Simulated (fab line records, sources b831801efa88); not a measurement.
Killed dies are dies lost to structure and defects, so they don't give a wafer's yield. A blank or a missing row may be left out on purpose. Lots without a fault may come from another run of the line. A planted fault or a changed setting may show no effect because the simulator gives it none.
One fault seen from 2 desks | flow sky130 | each desk has only its own numbers; what lay behind them comes last

THE METROLOGY DESK
What the gauges read, lot by lot, whatever tool the lot ran on: means of the sampled wafers that have a number. A lot is out of limits, marked OUT, if its mean lies more than 4 standard deviations from the usual mean; the brackets give that distance.
Columns: A = NWELL_OXIDATION_THK at SKY_NWELL_THK_MEAS_02, usual 10.00 nm; B = SONOS_ONO_CVD_02_THK at SKY_SONOS_ONO_THK_MEAS_03, usual 10.53 nm; C = POLY_GATE_CVD_00_THK at SKY_POLY_GATE_THK_MEAS_01, usual 181.1 nm
lot  | first seen here | A     | B     | C
L291 | day 2 18:09     | 10.27 | 10.65 | 182.4
L293 | day 3 03:39     | 9.98  | 10.46 | 180.2
L296 | day 3 20:02     | 10.18 | 10.55 | 178.8
L298 | day 4 04:16     | 9.96  | 10.61 | 144.6 (-17) OUT
L299 | day 4 12:10     | 9.73  | 10.55 | 150.0 (-15) OUT
L308 | day 6 10:57     | 9.80  | 10.41 | 184.3
L309 | day 6 17:47     | 9.93  | 10.47 | 182.4
L310 | day 6 22:30     | 10.31 | 10.44 | 183.2
L312 | day 7 06:16     | 10.17 | 10.51 | 180.4
L313 | day 7 11:01     | 9.96  | 10.58 | 181.5
This desk's finding: out of limits on L298, L299; first on L298, day 16 20:14 (POLY_GATE_CVD_00_THK at SKY_POLY_GATE_THK_MEAS_01). In limits: L291, L293, L296, L308, L309, L310, L312, L313.

THE TOOL OWNER'S DESK: lpcvd-01
The tool's own readings at SKY_POLY_GATE_CVD_00 (deposits poly-Si, target thk 180 nm, time 720 s): means of the sampled wafers that have a number, for each lot that ran on this tool. A lot is out of limits, marked OUT, if its mean lies more than 4 standard deviations from the usual mean; the brackets give that distance.
Columns: A = spike_tc_centre_C at SKY_POLY_GATE_CVD_00, usual 619.4 C; B = spike_tc_lower_C at SKY_POLY_GATE_CVD_00, usual 620.4 C; C = spike_tc_upper_C at SKY_POLY_GATE_CVD_00, usual 618.7 C; D = susceptor_temp_C at SKY_POLY_GATE_CVD_00, usual 620.0 C; E = zone_power_upper_pct at SKY_POLY_GATE_CVD_00, usual 8.1 %
lot  | first seen here | A                | B                | C                | D     | E
L291 | day 14 06:29    | 619.0            | 622.0            | 620.6            | 620.1 | 7.5
L293 | day 14 23:33    | 620.1            | 619.5            | 617.5            | 620.1 | 9.1
L296 | day 16 00:25    | 618.4            | 620.3            | 619.4            | 620.0 | 7.4
L298 | day 16 19:01    | 612.2 (-6.5) OUT | 612.2 (-8.2) OUT | 610.3 (-7.0) OUT | 620.1 | 8.8
L299 | day 17 02:20    | 611.1 (-7.6) OUT | 612.7 (-7.7) OUT | 609.6 (-7.6) OUT | 619.9 | 8.8
L308 | day 20 10:34    | 619.5            | 620.1            | 618.2            | 619.9 | 9.0
L309 | day 20 17:15    | 620.0            | 621.3            | 617.8            | 620.3 | 9.0
L310 | day 21 01:40    | 619.0            | 619.7            | 618.3            | 619.9 | 9.0
L312 | day 21 12:17    | 619.4            | 621.2            | 619.7            | 619.8 | 7.5
L313 | day 21 17:56    | 619.6            | 620.0            | 618.2            | 619.8 | 9.1
This desk's finding: out of limits on L298, L299; first on L298, day 16 19:01 (spike_tc_centre_C at SKY_POLY_GATE_CVD_00). In limits: L291, L293, L296, L308, L309, L310, L312, L313.

PUT TOGETHER
The tool owner's desk could have raised an alarm at day 16 19:01, on L298, L299.
The metrology desk could have raised an alarm at day 16 20:14, on L298, L299.
Of the lots named, all ran SKY_POLY_GATE_CVD_00 on lpcvd-01.

WHAT THE SIMULATOR HAD PUT IN
Process parameter drift: lpcvd-01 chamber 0, from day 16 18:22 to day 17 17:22, at SKY_POLY_GATE_CVD_00. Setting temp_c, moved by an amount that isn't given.
Lots struck among those shown: L298, L299.
Hours from the fault's start to each desk's first reading out of limits: the tool owner's desk, 1; the metrology desk, 2.
